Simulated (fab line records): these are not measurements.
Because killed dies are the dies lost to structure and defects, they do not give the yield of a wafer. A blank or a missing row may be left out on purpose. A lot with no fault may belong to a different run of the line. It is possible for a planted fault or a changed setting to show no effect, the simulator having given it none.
What tool caused it? | flow sky130 | 33 wafers from 11 lots sampled at 5 of the route's 708 steps

== WHAT EACH GAUGE READ, for each wafer ==
SKY_LDD_P_OVL_MEAS_08.
lot  | measured     | on         | LDD_P_OVL (nm)
L451 | day 20 05:21 | overlay-01 | 1.7 2.4 1.8
L450 | day 20 05:39 | overlay-01 | -0.8 0.6 1.4
L452 | day 20 10:01 | overlay-01 | 2.4 0.9 2.0
L453 | day 20 17:25 | overlay-02 | 0.7 0.2 0.2
L454 | day 20 23:20 | overlay-02 | 0.8 1.3 1.2
L456 | day 21 18:28 | overlay-01 | 2.1 2.2 1.5
L458 | day 22 08:27 | overlay-02 | 1.5 2.0 2.5
L469 | day 26 05:26 | overlay-02 | 0.8 -0.3 0.9
L470 | day 26 13:59 | overlay-01 | -0.1 -0.6 0.3
L471 | day 26 17:51 | overlay-01 | 0.1 -1.5 0.3
L472 | day 27 00:08 | overlay-01 | 0.1 -1.2 0.1

SKY_LDD_P_TW_MEAS_11.
lot  | measured     | on            | LDD_P_TW
L451 | day 20 05:38 | film-metro-01 | 631 630 630
L450 | day 20 05:56 | film-metro-02 | 635 635 636
L452 | day 20 10:18 | film-metro-02 | 636 634 634
L453 | day 20 17:43 | film-metro-01 | 632 628 632
L454 | day 20 23:43 | film-metro-01 | 631 630 631
L456 | day 21 18:46 | film-metro-03 | 634 637 635
L458 | day 22 08:44 | film-metro-02 | 641 637 638
L469 | day 26 05:43 | film-metro-01 | 627 627 627
L470 | day 26 14:16 | film-metro-01 | 628 626 626
L471 | day 26 18:08 | film-metro-02 | 635 629 636
L472 | day 27 00:25 | film-metro-03 | 622 622 621

SKY_LDD_HVP_OVL_MEAS_07.
lot  | measured     | on         | LDD_HVP_OVL (nm)
L451 | day 22 18:10 | overlay-01 | -0.8 -1.6 -1.7
L450 | day 22 18:41 | overlay-01 | -0.5 1.0 0.1
L452 | day 22 23:22 | overlay-01 | 1.4 1.6 -0.6
L453 | day 23 06:26 | overlay-02 | 0.1 -0.9 -0.1
L454 | day 23 11:07 | overlay-01 | -0.4 -0.3 -0.5
L456 | day 24 06:53 | overlay-02 | 0.2 1.8 2.5
L458 | day 24 20:16 | overlay-02 | -2.5 -1.8 -2.3
L469 | day 28 15:37 | overlay-01 | -0.9 1.2 0.1
L470 | day 28 22:56 | overlay-01 | 0.4 1.1 0.8
L471 | day 29 03:13 | overlay-01 | -0.2 -1.0 -1.6
L472 | day 29 09:11 | overlay-02 | -0.5 0.3 -1.0

SKY_SPACER_THK_MEAS_01.
lot  | measured     | on            | SPACER_CVD_00_THK (nm)
L451 | day 24 02:10 | film-metro-03 | 43.3 43.3 43.1
L450 | day 24 03:22 | film-metro-01 | 43.2 43.4 43.4
L452 | day 24 08:23 | film-metro-01 | 43.5 43.1 43.2
L453 | day 24 13:54 | film-metro-02 | 43.3 43.1 43.2
L454 | day 24 18:38 | film-metro-02 | 43.3 42.9 43.0
L456 | day 25 14:46 | film-metro-01 | 42.7 42.9 42.6
L458 | day 26 05:17 | film-metro-01 | 33.4 33.0 33.1
L469 | day 29 22:25 | film-metro-03 | 43.2 42.9 43.2
L470 | day 30 05:49 | film-metro-02 | 43.0 43.4 42.8
L471 | day 30 11:10 | film-metro-03 | 42.4 42.3 42.7
L472 | day 30 16:31 | film-metro-01 | 43.3 43.0 43.3

== WHICH TOOL RAN EACH LOT (tool, then ch and the chambers of the sampled wafers, then the start) ==
lot  | SKY_SPACER_CVD_00
L451 | lpcvd-02 ch 1, day 24 00:57
L450 | lpcvd-02 ch 0, day 24 02:10
L452 | lpcvd-02 ch 1, day 24 07:10
L453 | lpcvd-02 ch 1, day 24 12:41
L454 | lpcvd-02 ch 1, day 24 17:24
L456 | lpcvd-02 ch 1, day 25 13:33
L458 | lpcvd-02 ch 0, day 26 04:05
L469 | lpcvd-02 ch 0, day 29 21:12
L470 | lpcvd-02 ch 0, day 30 04:35
L471 | lpcvd-02 ch 1, day 30 09:55
L472 | lpcvd-02 ch 0, day 30 15:17
- SKY_SPACER_CVD_00: deposits Si3N4 from DCS/NH3, target thk 43.1 nm, time 740 s.

== AS READ BY THE TOOLS THEMSELVES (means over the sampled wafers that have a number; for cases with no such wafer, the mark the record gives instead) ==
SKY_SPACER_CVD_00.
lot  | tool     | spike-tc-bottom-C (C) | spike-tc-centre-C (C) | spike-tc-lower-C (C) | spike-tc-top-C (C) | spike-tc-upper-C (C) | susceptor-temp-C (C) | zone-power-lower-pct (%)
L451 | lpcvd-02 | 795.4                 | 771.8                 | 769.5                | 780                | 770.2                | 769.6                | 12.5
L450 | lpcvd-02 | 793.3                 | 769.2                 | 772.5                | 787                | 770.5                | 770.0                | 13.2
L452 | lpcvd-02 | 795.4                 | 770.6                 | 769.0                | 779                | 770.5                | 769.7                | 12.6
L453 | lpcvd-02 | 795.2                 | 770.6                 | 769.5                | 780                | 771.1                | 770.1                | 12.7
L454 | lpcvd-02 | 795.3                 | 771.8                 | 769.2                | 779                | 770.4                | 770.1                | 12.5
L456 | lpcvd-02 | 794.9                 | 771.2                 | 770.3                | 779                | 769.6                | 769.0                | 12.7
L458 | lpcvd-02 | 779.7                 | 757.4                 | 757.3                | 773                | 756.4                | 756.2                | 12.8
L469 | lpcvd-02 | 793.7                 | 770.0                 | 771.5                | 787                | 769.7                | 770.0                | 13.3
L470 | lpcvd-02 | 792.1                 | 768.8                 | 770.9                | 787                | 770.7                | 770.1                | 13.2
L471 | lpcvd-02 | 795.2                 | 770.6                 | 768.8                | 780                | 770.0                | 770.0                | 12.7
L472 | lpcvd-02 | 792.5                 | 769.4                 | 770.7                | 786                | 771.0                | 769.9                | 13.0

== THE ANSWER, worked out from the rows above alone ==
Rule: the lots themselves supply what counts as usual. Put in order of their means at a reading, lots are off if they are a third of the lots or fewer, leave a main group of 4 or more, and stand apart from it by a gap of 3 or more times the standard deviation of the main group's means; of several such gaps the widest counts. The tables above print the reading to a certain number of digits; a main group whose means all agree to those digits is not used. Also off: a lot with no number at a reading for which 4 or more lots have one. The other lots that the step has rows for count as sound. First the gauges in route order, then the tools' own readings, where a lot's mean is used as printed above. At the first step where some lot is off, the reading lying furthest off is the one used; lots without a number count as furthest.
Off: L458, seen at SKY_SPACER_THK_MEAS_01 (SPACER_CVD_00_THK). Mean 43.1 nm and standard deviation 0.25 in the main group.
If a tool, at a process step before that reading, ran all the lots that are off and no sound lot after the first of them, it fits. Not tried: the gauges at SKY_SPACER_THK_MEAS_01; whatever is off there is also off at SKY_SPACER_CVD_00, on other tools, and gauge error can't account for it. None of those tried fits.

== WHAT THE SIMULATOR PUT IN ==
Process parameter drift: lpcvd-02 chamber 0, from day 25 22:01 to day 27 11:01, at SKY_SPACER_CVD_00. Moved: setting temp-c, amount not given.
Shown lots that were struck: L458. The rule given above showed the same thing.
